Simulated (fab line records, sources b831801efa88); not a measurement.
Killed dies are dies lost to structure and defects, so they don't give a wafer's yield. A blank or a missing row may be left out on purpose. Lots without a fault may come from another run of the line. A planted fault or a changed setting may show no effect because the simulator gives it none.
fab line records | flow sky130
record lots=11 wafers=33 last_day=49
route steps=708 shown VIA3@586 METAL4@632 PAD_OPEN@708
lots that met no fault: from a run of the same line without faults
start_h: hours from the record's first day to the start of the lot's first wafer shown | wait_h: hours since the lot's step before | " the same as in the row above | L1.1+2: a row that stands for several wafers | - no value, or no start given | * or withheld: withheld | < > ~ a bound
route shown NAME@n: a module of which the file shows steps, and the number in the route of the first | usual: mean/standard deviation of fault-free wafers | same: alike in all rows | chamber/n: place in a boat | sites: the reading at each site | _std_site: their standard deviation | _edge_site: outer sites' mean less inner sites' | radius_mm: how far each site lies from the wafer's centre | mask NAME#n: copy n | behind: the tool/chamber that last shaped the wafer | hold: why the lot was held/for how many hours/how that ended | device: the transistor (n, p or np) that didn't switch | end of line: the same wafers' tests at the end of the route | a step without rows: its recipe alone | killed: dies lost to structure and defects at the first sort, not the wafer's yield | map: a wafer's dies, x killed, . not, _ none there
set.NAME: the setting as run; set.NAME@STEP: as run at that earlier step | model.NAME: the simulator's own value behind a step, which no gauge read
steps of the route over a sample of lots; a table a step, a row a wafer
services: from which hour (start_h, from the record's first day; less than 0 if before it) a tool's chamber was out of use, for how many hours, and why
## steps
# step SKY_VIA3_OVL_MEAS_13
# usual VIA3_OVL=0/5.5
# columns lot.wafer tool chamber start_h wait_h VIA3_OVL[nm]
L773.2 overlay-01 - 925.66 0.1 -5
L773.3 " - " " 0
L773.6 " - " " -8
L779.1 overlay-01 - 971.81 0.1 4
L779.4 " - " " 0
L779.5 " - " " 2
L781.2 overlay-02 - 999.86 0.1 1
L781.4 " - " " -4
L781.6 " - " " -5
L780.1 overlay-01 - 1001.90 0.1 -2
L780.4 " - " " 1
L780.5 " - " " 6
L783.3 overlay-01 - 1002.47 0.1 3
L783.4 " - " " 5
L783.5 " - " " 12
L782.2 overlay-02 - 1002.81 0.1 9
L782.4 " - " " 0
L782.5 " - " " 11
L784.1 overlay-01 - 1008.15 0.1 7
L784.2 " - " " 4
L784.6 " - " " -1
L786.1 overlay-01 - 1015.30 0.1 -5
L786.2 " - " " -8
L786.6 " - " " -3
L787.1 overlay-02 - 1022.26 0.1 -5
L787.3 " - " " 1
L787.6 " - " " 5
L788.3 overlay-01 - 1027.22 0.1 0
L788.4 " - " " 3
L788.6 " - " " 4
L792.2 overlay-01 - 1053.11 0.1 1
L792.3 " - " " 2
L792.5 " - " " -1
# step SKY_VIA3_ETCH_14
# recipe chemistry=N2/H2 target=BARC ion_energy_ev=200 source_w=500 bias_w=100 pressure_mtorr=30 n2_flow_sccm=100 h2_flow_sccm=200 stop_on=SiO2 time_s=45.9 target_depth_a=600
# usual chamber_pressure_mTorr=29.997/0.027 drypump_motor_current_A=5.8/0.41 oes_product_au=0.855/0.0048 run_length_s=74.2/0.39 throttle_valve_pct=13.225/0.0084
# columns lot.wafer tool chamber start_h wait_h chamber_pressure_mTorr drypump_motor_current_A oes_product_au rf_hours_counter_h run_length_s throttle_valve_pct
L773.2 rie_diel-04 2 925.69 0.0 30.041 6.5 0.849 16 73.8 13.223
L773.3 " 0 " " 30.006 6.2 0.856 17 73.7 13.225
L773.6 " 2 " " 30.000 6.5 0.856 - 73.9 13.218
L779.1 rie_diel-02 1 971.84 0.0 29.987 6.0 0.852 28 74.3 13.235
L779.4 " 3 " " 29.984 5.5 0.856 5 74.1 13.227
L779.5 " 2 " " 30.012 5.5 0.859 - 75.2 13.238
L781.2 rie_diel-04 0 999.89 0.0 30.025 6.3 0.867 18 73.9 13.229
L781.4 " 0 " " 29.959 6.3 0.861 - 74.2 13.209
L781.6 " 0 " " 30.012 6.2 0.858 - 73.8 13.229
L780.1 rie_diel-04 0 1001.94 0.0 29.958 6.3 0.849 18 73.8 13.218
L780.4 " 0 " " 29.994 6.3 0.855 - 73.9 13.219
L780.5 " 3 " " 29.999 5.8 0.860 - 73.5 13.237
L783.3 rie_diel-03 0 1002.49 0.0 29.987 5.4 0.852 13 74.6 13.215
L783.4 " 3 " " 29.967 5.1 0.851 20 74.0 13.223
L783.5 " 3 " " 29.955 5.1 0.853 - 74.1 13.222
L782.2 rie_diel-02 3 1002.84 0.0 29.977 5.5 0.855 7 74.2 13.217
L782.4 " 2 " " 29.976 5.5 0.854 17 75.2 13.230
L782.5 " 3 " " 29.922 5.5 0.850 - 73.9 13.232
L784.1 rie_diel-03 3 1008.19 0.0 30.003 5.1 0.853 21 73.8 13.240
L784.2 " 1 " " 29.992 5.1 0.854 19 74.7 13.225
L784.6 " 0 " " 30.006 5.3 0.858 - 74.5 13.222
L786.1 rie_diel-04 3 1015.34 0.0 29.980 5.9 0.860 9 74.0 13.230
L786.2 " 1 " " 30.031 6.2 0.864 9 74.0 13.228
L786.6 " 3 " " 29.960 5.9 0.854 - 73.5 13.227
L787.1 rie_diel-03 2 1022.29 0.0 29.982 5.8 0.850 17 74.1 13.227
L787.3 " 3 " " 30.002 5.1 0.849 21 74.5 13.217
L787.6 " 0 " " 29.966 5.4 0.853 - 74.5 13.227
L788.3 rie_diel-03 0 1027.24 0.0 29.977 5.3 0.852 15 74.4 13.223
L788.4 " 3 " " 29.990 5.1 0.860 - 74.5 13.241
L788.6 " 1 " " 30.041 5.1 0.853 - 74.0 13.227
L792.2 rie_diel-02 2 1053.14 0.0 30.008 5.5 0.861 18 75.5 13.220
L792.3 " 3 " " 29.977 5.5 0.857 8 73.9 13.229
L792.5 " 2 " " 30.004 5.5 0.847 - 74.6 13.217
# step SKY_VIA3_THK_MEAS_23
# recipe thk_meas_gauge=xrf reads=W_of_VIA3_CVD_21
# usual VIA3_W_THK=397/8.9
# columns lot.wafer tool chamber start_h wait_h VIA3_W_THK[nm]
L773.2 film_metro-02 - 926.73 0.1 392
L773.3 " - " " 396
L773.6 " - " " 384
L779.1 film_metro-02 - 973.28 0.1 400
L779.4 " - " " 399
L779.5 " - " " 400
L781.2 film_metro-02 - 1001.03 0.1 380
L781.4 " - " " 402
L781.6 " - " " 387
L780.1 film_metro-04 - 1003.01 0.1 407
L780.4 " - " " 396
L780.5 " - " " 397
L783.3 film_metro-04 - 1003.56 0.1 393
L783.4 " - " " 411
L783.5 " - " " 394
L782.2 film_metro-02 - 1003.87 0.1 398
L782.4 " - " " 396
L782.5 " - " " 388
L784.1 film_metro-02 - 1009.22 0.1 395
L784.2 " - " " 388
L784.6 " - " " 391
L786.1 film_metro-02 - 1016.34 0.1 392
L786.2 " - " " 400
L786.6 " - " " 401
L787.1 film_metro-04 - 1023.37 0.1 413
L787.3 " - " " 394
L787.6 " - " " 398
L788.3 film_metro-02 - 1028.31 0.1 396
L788.4 " - " " 410
L788.6 " - " " 392
L792.2 film_metro-02 - 1054.15 0.1 388
L792.3 " - " " 399
L792.5 " - " " 383
# step SKY_METAL4_ETCH_16
# recipe chemistry=N2/H2 target=BARC ion_energy_ev=200 bias_w=100 pressure_mtorr=30 n2_flow_sccm=100 h2_flow_sccm=200 icp_w=500 stop_on=SiO2 time_s=88.2 target_depth_a=600
# usual chamber_pressure_mTorr=29.996/0.024 drypump_motor_current_A=5.8/0.49 oes_product_au=0.627/0.0045 run_length_s=116.3/0.37 throttle_valve_pct=13.205/0.0089
# columns lot.wafer tool chamber start_h wait_h chamber_pressure_mTorr drypump_motor_current_A oes_product_au rf_hours_counter_h run_length_s throttle_valve_pct
L773.2 rie_metal-02 1 975.92 0.0 30.029 5.3 0.628 16 116.2 13.198
L773.3 " 1 " " 29.955 5.3 0.623 - 116.4 13.208
L773.6 " 1 " " 30.003 5.3 0.631 - 116.1 13.186
L779.1 rie_metal-01 1 1021.18 0.0 30.008 5.2 0.624 4 115.9 13.223
L779.4 " 0 " " 29.997 6.2 0.620 - 115.9 13.204
L779.5 " 0 " " 30.004 6.3 0.625 - 116.5 13.204
L781.2 rie_metal-03 1 1047.42 0.0 29.985 6.0 0.632 15 116.2 13.206
L781.4 " 0 " " 30.018 5.6 0.637 - 116.1 13.204
L781.6 " 0 " " 30.030 5.6 0.633 - 116.0 13.215
L780.1 rie_metal-03 1 1049.27 0.0 29.992 6.0 0.628 16 116.1 13.203
L780.4 " 1 " " 29.980 6.0 0.627 - 116.3 13.196
L780.5 " 1 " " 30.011 6.0 0.621 - 116.5 13.191
L783.3 rie_metal-01 1 1050.10 0.0 30.003 5.2 0.616 - 115.8 13.200
L783.4 " 0 " " 30.020 6.3 0.636 - 116.4 13.213
L783.5 " 1 " " 29.964 5.1 0.624 - 115.8 13.204
L782.2 rie_metal-03 0 1050.33 0.0 30.005 5.6 0.631 14 115.8 13.224
L782.4 " 1 " " 29.977 6.0 0.632 - 116.6 13.194
L782.5 " 1 " " 29.972 6.0 0.627 - 116.5 13.191
L784.1 rie_metal-03 1 1055.07 0.0 29.972 6.0 0.633 16 116.2 13.201
L784.2 " 0 " " 29.980 5.6 0.625 15 116.3 13.203
L784.6 " 0 " " 29.990 5.6 0.628 - 115.8 13.197
L786.1 rie_metal-03 1 1062.92 0.0 29.972 6.0 0.631 17 116.3 13.204
L786.2 " 0 " " 29.992 5.6 0.639 15 116.1 13.189
L786.6 " 0 " " 29.990 5.6 0.626 - 115.8 13.192
L787.1 rie_metal-03 1 1068.68 0.0 29.961 6.0 0.653 17 111.6 13.199
L787.3 " 0 " " 29.967 5.6 0.630 - 116.4 13.206
L787.6 " 0 " " 30.030 5.6 0.618 - 116.3 13.210
L788.3 rie_metal-01 0 1073.85 0.0 29.990 6.3 0.627 - 116.0 13.217
L788.4 " 1 " " 30.017 5.2 0.619 - 115.6 13.198
L788.6 " 0 " " 29.959 6.3 0.625 - 116.2 13.190
L792.2 rie_metal-03 1 1097.09 0.0 29.999 6.0 0.645 19 111.8 13.206
L792.3 " 0 " " 30.017 5.6 0.620 - 116.3 13.198
L792.5 " 1 " " 29.973 6.0 0.649 - 111.9 13.209
# step SKY_PAD_OPEN_PROBE_99
# usual defect_limited_yield=82.5/1.8 killed_at_M0_to_M3=44/6.6 killed_at_M4_up=2.9/1.8 killed_at_contacts=24/4.8 killed_at_front_end=15/4.5 killed_at_other=0.3/0.64 killed_dies=86/8.7 killed_open=47/6.5 killed_short=39/5.8 sort_bin_3_pad_short=0.9/0.4 sort_bin_5_function=10.3/1.4 sort_bin_6_memory=6.2/1.1 sort_n_pass=406/8.7 sort_yield_pct=82.5/1.8
# same gross_dies=492 killed_at_back_side=0 sort_bin_4_leakage[%]=0 sort_bin_8_speed[%]=0
# columns lot.wafer tool chamber start_h wait_h defect_limited_yield[%] killed_at_M0_to_M3 killed_at_M4_up killed_at_contacts killed_at_front_end killed_at_other killed_dies killed_open killed_short sort_bin_3_pad_short[%] sort_bin_5_function[%] sort_bin_6_memory[%] sort_n_pass sort_yield_pct[%]
L773.2 prober-01 - 1072.03 0.1 83.1 37 0 21 25 0 83 44 39 1.4 10.4 5.1 409 83.1
L773.3 prober-01 - 1072.08 0.2 81.5 40 6 28 17 0 91 47 44 1.4 10.6 6.5 401 81.5
L773.6 prober-01 - 1072.23 0.2 83.5 36 5 24 16 0 81 42 39 0.4 9.1 6.9 411 83.5
L779.1 prober-01 - 1110.50 0.1 79.9 54 3 29 12 1 99 49 48 0.8 13.6 5.7 393 79.9
L779.4 prober-01 - 1110.65 0.2 80.9 47 2 19 24 2 94 43 49 1.0 11.8 6.3 398 80.9
L779.5 prober-01 - 1110.70 0.2 83.7 42 6 21 11 0 80 47 32 0.8 10.0 5.5 412 83.7
L781.2 prober-02 - 1134.87 0.1 82.5 36 1 27 21 1 86 40 45 1.4 9.3 6.7 406 82.5
L781.4 prober-02 - 1134.97 0.2 80.9 42 4 35 13 0 94 55 39 0.8 9.8 8.5 398 80.9
L781.6 prober-02 - 1135.07 0.2 83.7 33 2 31 14 0 80 42 38 0.4 10.6 5.3 412 83.7
L780.1 prober-01 - 1137.72 0.1 80.9 34 2 38 20 0 94 51 43 0.2 12.2 6.7 398 80.9
L780.4 prober-01 - 1137.87 0.2 81.7 47 1 24 16 2 90 47 41 1.4 10.6 6.3 402 81.7
L780.5 prober-01 - 1137.92 0.2 82.1 46 6 19 17 0 88 52 36 1.6 11.0 5.3 404 82.1
L783.3 prober-02 - 1138.54 0.2 80.9 47 4 27 16 0 94 39 55 1.2 11.8 6.1 398 80.9
L783.5 prober-02 - 1138.64 0.2 83.5 38 2 22 17 2 81 51 30 0.6 10.2 5.7 411 83.5
L782.2 prober-01 - 1139.27 0.1 82.5 41 3 26 16 0 86 47 39 0.6 10.6 6.3 406 82.5
L782.4 prober-01 - 1139.37 0.2 82.7 39 1 20 25 0 85 43 42 0.8 11.2 5.3 407 82.7
L782.5 prober-01 - 1139.42 0.2 86.0 38 3 20 8 0 69 41 28 0.6 8.5 4.9 423 86.0
L784.1 prober-02 - 1143.06 0.1 80.1 52 3 23 19 1 98 59 38 1.2 11.6 7.1 394 80.1
L784.2 prober-02 - 1143.11 0.1 79.5 55 2 24 20 0 101 54 45 0.8 10.8 8.9 391 79.5
L784.6 prober-02 - 1143.31 0.2 83.9 41 4 18 16 0 79 40 39 0.8 11.0 4.3 413 83.9
L786.1 prober-02 - 1149.08 0.1 80.5 49 2 32 13 0 96 50 46 1.4 12.2 5.9 396 80.5
L786.2 prober-02 - 1149.13 0.1 83.5 37 2 27 15 0 81 49 31 0.6 10.0 5.9 411 83.5
L786.6 prober-02 - 1149.33 0.2 86.6 28 8 23 7 0 66 36 30 0.8 7.5 5.1 426 86.6
L787.1 prober-01 - 1152.90 0.1 82.9 49 2 19 14 0 84 47 37 1.0 8.5 7.5 408 82.9
L787.3 prober-01 - 1153.00 0.2 81.9 50 2 22 13 2 89 51 38 1.4 9.3 7.3 403 81.9
L787.6 prober-01 - 1153.15 0.2 82.5 49 2 20 15 0 86 39 47 1.0 12.2 4.3 406 82.5
L788.3 prober-02 - 1159.67 0.2 84.6 35 0 27 14 0 76 41 35 0.8 8.7 5.9 416 84.6
L788.4 prober-02 - 1159.72 0.2 83.1 44 2 23 13 1 83 48 35 1.0 9.6 6.3 409 83.1
L788.6 prober-02 - 1159.82 0.2 81.1 52 4 26 11 0 93 52 41 1.2 12.2 5.5 399 81.1
L792.2 prober-02 - 1177.90 0.1 84.1 44 1 22 11 0 78 33 45 1.2 10.6 4.1 414 84.1
L792.3 prober-02 - 1177.95 0.2 83.7 32 5 30 13 0 80 44 36 1.0 7.5 7.7 412 83.7
L792.5 prober-02 - 1178.05 0.2 84.6 36 3 24 13 0 76 42 34 0 7.9 7.5 416 84.6
# killed by level:class
L773.2 VIA1:geometric_particle:open=10 CONTACT:geometric_particle:open=7 METAL2:geometric_particle:short=6 VIA3:geometric_particle:open=6 LI_CONTACT:geometric_particle:open=5 CONTACT:geometric_particle:short=5 VIA3:geometric_particle:short=5 FIELD_ISO:geometric_particle:short=4
L773.3 VIA1:geometric_particle:open=10 CONTACT:geometric_particle:open=9 FIELD_ISO:geometric_particle:open=7 VIA2:geometric_particle:open=7 METAL1:geometric_particle:short=6 LOCAL_INTERCONNECT:geometric_particle:short=6 METAL3:geometric_particle:short=6 CONTACT:geometric_particle:short=5
L773.6 VIA1:geometric_particle:open=12 CONTACT:geometric_particle:open=11 CONTACT:geometric_particle:short=7 FIELD_ISO:geometric_particle:open=5 POLY_GATE:geometric_particle:short=5 VIA3:geometric_particle:open=5 LOCAL_INTERCONNECT:geometric_particle:short=4 VIA2:geometric_particle:open=4
L779.1 CONTACT:geometric_particle:open=13 METAL1:geometric_particle:short=9 METAL2:geometric_particle:short=9 VIA2:geometric_particle:open=7 LI_CONTACT:geometric_particle:open=6 VIA3:geometric_particle:open=5 VIA1:geometric_particle:open=5 VIA2:geometric_particle:short=5
L779.4 METAL2:geometric_particle:short=9 VIA2:geometric_particle:open=9 METAL1:geometric_particle:short=7 VIA1:geometric_particle:short=6 LI_CONTACT:geometric_particle:open=6 VIA3:geometric_particle:open=6 SPACER:geometric_particle:short=5 CONTACT:geometric_particle:open=5
L779.5 VIA1:geometric_particle:open=12 CONTACT:geometric_particle:open=11 LI_CONTACT:geometric_particle:open=7 VIA3:geometric_particle:open=6 METAL2:geometric_particle:short=6 METAL1:geometric_particle:short=5 VIA1:geometric_particle:short=5 POLY_GATE:geometric_particle:short=4
L781.2 POLY_GATE:geometric_particle:short=8 CONTACT:geometric_particle:short=7 CONTACT:geometric_particle:open=7 VIA1:geometric_particle:open=7 VIA2:geometric_particle:open=6 LOCAL_INTERCONNECT:geometric_particle:short=5 FIELD_ISO:geometric_particle:open=4 FIELD_ISO:geometric_particle:short=4
L781.4 LI_CONTACT:geometric_particle:open=10 VIA1:geometric_particle:open=9 CONTACT:geometric_particle:open=8 VIA1:geometric_particle:short=7 LOCAL_INTERCONNECT:geometric_particle:open=5 CONTACT:geometric_particle:short=5 METAL2:geometric_particle:short=5 LI_CONTACT:geometric_particle:short=4
L781.6 CONTACT:geometric_particle:short=8 CONTACT:geometric_particle:open=8 VIA1:geometric_particle:open=8 METAL1:geometric_particle:short=6 LI_CONTACT:geometric_particle:open=5 POLY_GATE:geometric_particle:short=4 LOCAL_INTERCONNECT:geometric_particle:short=4 VIA3:geometric_particle:open=4
L780.1 CONTACT:geometric_particle:open=10 CONTACT:geometric_particle:short=10 FIELD_ISO:geometric_particle:open=8 LI_CONTACT:geometric_particle:open=8 VIA1:geometric_particle:open=7 FIELD_ISO:geometric_particle:short=6 LOCAL_INTERCONNECT:geometric_particle:short=6 METAL1:geometric_particle:short=6
L780.4 VIA1:geometric_particle:open=9 VIA3:geometric_particle:open=8 VIA2:geometric_particle:open=8 LI_CONTACT:geometric_particle:open=7 CONTACT:geometric_particle:open=7 VIA1:geometric_particle:short=7 FIELD_ISO:geometric_particle:open=6 VIA3:geometric_particle:short=6
L780.5 VIA1:geometric_particle:open=8 VIA2:geometric_particle:open=8 VIA3:geometric_particle:open=8 POLY_GATE:geometric_particle:open=6 FIELD_ISO:geometric_particle:open=5 POLY_GATE:geometric_particle:short=5 CONTACT:geometric_particle:open=5 METAL1:geometric_particle:short=5
L783.3 CONTACT:geometric_particle:open=9 VIA1:geometric_particle:open=9 VIA1:geometric_particle:short=8 FIELD_ISO:geometric_particle:open=7 VIA2:geometric_particle:short=7 POLY_GATE:geometric_particle:short=6 METAL2:geometric_particle:short=6 LI_CONTACT:geometric_particle:open=5
L783.5 CONTACT:geometric_particle:open=12 VIA1:geometric_particle:open=11 FIELD_ISO:geometric_particle:open=7 POLY_GATE:geometric_particle:open=5 CONTACT:geometric_particle:short=4 VIA1:geometric_particle:short=4 VIA2:geometric_particle:open=4 METAL3:geometric_particle:short=3
L782.2 CONTACT:geometric_particle:open=11 VIA1:geometric_particle:open=11 METAL2:geometric_particle:short=8 VIA3:geometric_particle:open=7 POLY_GATE:geometric_particle:short=6 VIA2:geometric_particle:open=5 LOCAL_INTERCONNECT:geometric_particle:open=4 LOCAL_INTERCONNECT:geometric_particle:short=4
L782.4 POLY_GATE:geometric_particle:open=8 VIA1:geometric_particle:open=7 FIELD_ISO:geometric_particle:open=6 METAL2:geometric_particle:short=6 VIA1:geometric_particle:short=6 VIA3:geometric_particle:open=6 FIELD_ISO:geometric_particle:short=5 CONTACT:geometric_particle:short=5
L782.5 CONTACT:geometric_particle:open=9 VIA1:geometric_particle:open=8 VIA3:geometric_particle:open=8 VIA2:geometric_particle:short=5 VIA2:geometric_particle:open=4 FIELD_ISO:geometric_particle:open=4 LOCAL_INTERCONNECT:geometric_particle:short=4 VIA1:geometric_particle:short=4
L784.1 VIA1:geometric_particle:open=14 VIA2:geometric_particle:open=11 CONTACT:geometric_particle:open=10 METAL2:geometric_particle:short=9 LI_CONTACT:geometric_particle:open=8 VIA3:geometric_particle:short=6 FIELD_ISO:geometric_particle:open=5 POLY_GATE:geometric_particle:open=4
L784.2 VIA1:geometric_particle:open=17 CONTACT:geometric_particle:open=8 VIA1:geometric_particle:short=8 VIA3:geometric_particle:open=6 FIELD_ISO:geometric_particle:open=5 LI_CONTACT:geometric_particle:open=5 CONTACT:geometric_particle:short=5 METAL1:geometric_particle:short=5
L784.6 VIA1:geometric_particle:open=14 FIELD_ISO:geometric_particle:short=8 METAL2:geometric_particle:short=6 LOCAL_INTERCONNECT:geometric_particle:short=5 CONTACT:geometric_particle:open=5 METAL1:geometric_particle:short=4 CONTACT:geometric_particle:short=4 METAL2:geometric_particle:open=4
L786.1 VIA1:geometric_particle:open=14 LI_CONTACT:geometric_particle:open=11 CONTACT:geometric_particle:open=8 METAL2:geometric_particle:short=8 CONTACT:geometric_particle:short=7 VIA1:geometric_particle:short=6 VIA3:geometric_particle:open=6 FIELD_ISO:geometric_particle:short=4
L786.2 VIA1:geometric_particle:open=15 CONTACT:geometric_particle:open=9 FIELD_ISO:geometric_particle:short=6 LI_CONTACT:geometric_particle:open=6 CONTACT:geometric_particle:short=5 VIA1:geometric_particle:short=5 VIA2:geometric_particle:open=4 FIELD_ISO:geometric_particle:open=3
L786.6 VIA1:geometric_particle:open=8 CONTACT:geometric_particle:open=8 METAL4:geometric_particle:short=6 LI_CONTACT:geometric_particle:open=5 CONTACT:geometric_particle:short=4 METAL3:geometric_particle:short=4 POLY_CUT:geometric_particle:open=3 LI_CONTACT:geometric_particle:short=3
L787.1 VIA1:geometric_particle:open=15 LI_CONTACT:geometric_particle:open=7 VIA1:geometric_particle:short=6 VIA3:geometric_particle:open=6 VIA3:geometric_particle:short=6 POLY_GATE:geometric_particle:short=5 CONTACT:geometric_particle:open=5 METAL2:geometric_particle:short=5
L787.3 VIA1:geometric_particle:open=9 METAL1:geometric_particle:open=8 CONTACT:geometric_particle:open=7 LI_CONTACT:geometric_particle:open=6 METAL2:geometric_particle:short=6 VIA3:geometric_particle:open=6 VIA2:geometric_particle:open=5 VIA2:geometric_particle:short=5
L787.6 METAL1:geometric_particle:short=9 VIA3:geometric_particle:open=8 CONTACT:geometric_particle:open=8 VIA1:geometric_particle:open=8 METAL2:geometric_particle:short=7 VIA1:geometric_particle:short=6 LI_CONTACT:geometric_particle:open=5 POLY_GATE:geometric_particle:short=5
L788.3 LI_CONTACT:geometric_particle:open=8 CONTACT:geometric_particle:open=7 VIA2:geometric_particle:open=6 METAL1:geometric_particle:short=5 VIA1:geometric_particle:open=5 FIELD_ISO:geometric_particle:open=4 LI_CONTACT:geometric_particle:short=4 FIELD_ISO:geometric_particle:short=3
L788.4 VIA1:geometric_particle:open=15 CONTACT:geometric_particle:open=10 LI_CONTACT:geometric_particle:short=7 METAL2:geometric_particle:short=7 VIA1:geometric_particle:short=4 METAL2:geometric_particle:open=4 VIA2:geometric_particle:open=4 FIELD_ISO:geometric_particle:open=3
L788.6 VIA1:geometric_particle:open=14 LI_CONTACT:geometric_particle:open=9 VIA3:geometric_particle:open=9 CONTACT:geometric_particle:open=6 VIA1:geometric_particle:short=6 VIA2:geometric_particle:open=6 POLY_GATE:geometric_particle:short=5 LOCAL_INTERCONNECT:geometric_particle:short=4
L792.2 VIA1:geometric_particle:open=14 CONTACT:geometric_particle:open=7 CONTACT:geometric_particle:short=6 LI_CONTACT:geometric_particle:short=5 METAL2:geometric_particle:short=5 METAL3:geometric_particle:short=5 VIA2:geometric_particle:short=4 FIELD_ISO:geometric_particle:short=3
L792.3 LI_CONTACT:geometric_particle:open=9 CONTACT:geometric_particle:open=8 VIA1:geometric_particle:open=8 LOCAL_INTERCONNECT:geometric_particle:short=6 VIA2:geometric_particle:open=6 FIELD_ISO:geometric_particle:short=5 LI_CONTACT:geometric_particle:short=5 METAL2:geometric_particle:short=5
L792.5 VIA1:geometric_particle:open=10 CONTACT:geometric_particle:open=9 VIA2:geometric_particle:open=7 LI_CONTACT:geometric_particle:open=4 LI_CONTACT:geometric_particle:short=4 VIA2:geometric_particle:short=4 FIELD_ISO:geometric_particle:open=3 POLY_GATE:geometric_particle:short=3
## services
# columns tool chamber start_h hours kind
rie_metal-01 1 903.78 - clean
rie_metal-01 1 903.78 18.3 scheduled_down
rie_metal-01 1 903.78 18.3 vent_cycle
rie_diel-04 3 924.06 1.8 repair
rie_diel-02 - 926.42 2.4 repair
rie_diel-02 0 932.11 - clean
rie_diel-02 0 932.11 - consumable_replace:showerhead
rie_diel-02 0 932.11 24.5 scheduled_down
rie_diel-02 0 932.11 24.5 vent_cycle
rie_metal-01 1 946.88 9.2 repair
rie_diel-04 - 969.17 14.6 pm
rie_metal-01 1 970.98 21.7 repair
rie_diel-04 1 995.31 19.5 repair
rie_diel-04 2 995.54 33.2 repair
rie_diel-04 0 997.77 1.8 repair
rie_diel-03 - 1014.83 0.9 repair
rie_diel-02 - 1021.77 14.6 pm
rie_diel-03 2 1025.56 5.7 repair
rie_metal-03 - 1026.89 2.8 pm
rie_diel-04 3 1027.92 6.6 repair
rie_diel-02 1 1080.51 - clean
rie_diel-02 1 1080.51 25.2 scheduled_down
rie_diel-02 1 1080.51 25.2 vent_cycle
rie_diel-03 0 1093.18 6.0 repair
## key
first_sign step=SKY_METAL4_ETCH_16 reading=run_length_s direction=down sigmas=12 usual=* struck=*
effect step=SKY_METAL4_ETCH_16 reading=oes_product_au direction=up sigmas=4.9 usual=0.627 struck=0.649
met_at SKY_METAL4_ETCH_16
struck_lots L787,L792
struck_wafers L787.1,L792.2,L792.5
not_acting_at SKY_VIA3_OVL_MEAS_13,SKY_VIA3_ETCH_14,SKY_VIA3_THK_MEAS_23
onset_between 1062.92 1068.68
fault kind=process_parameter_drift tool=rie_metal-03 chamber=1 onset_h=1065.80 steps=SKY_METAL4_ETCH_16 channel=time_s offset=* shape=step end_h=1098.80 acts_in=* stated=*
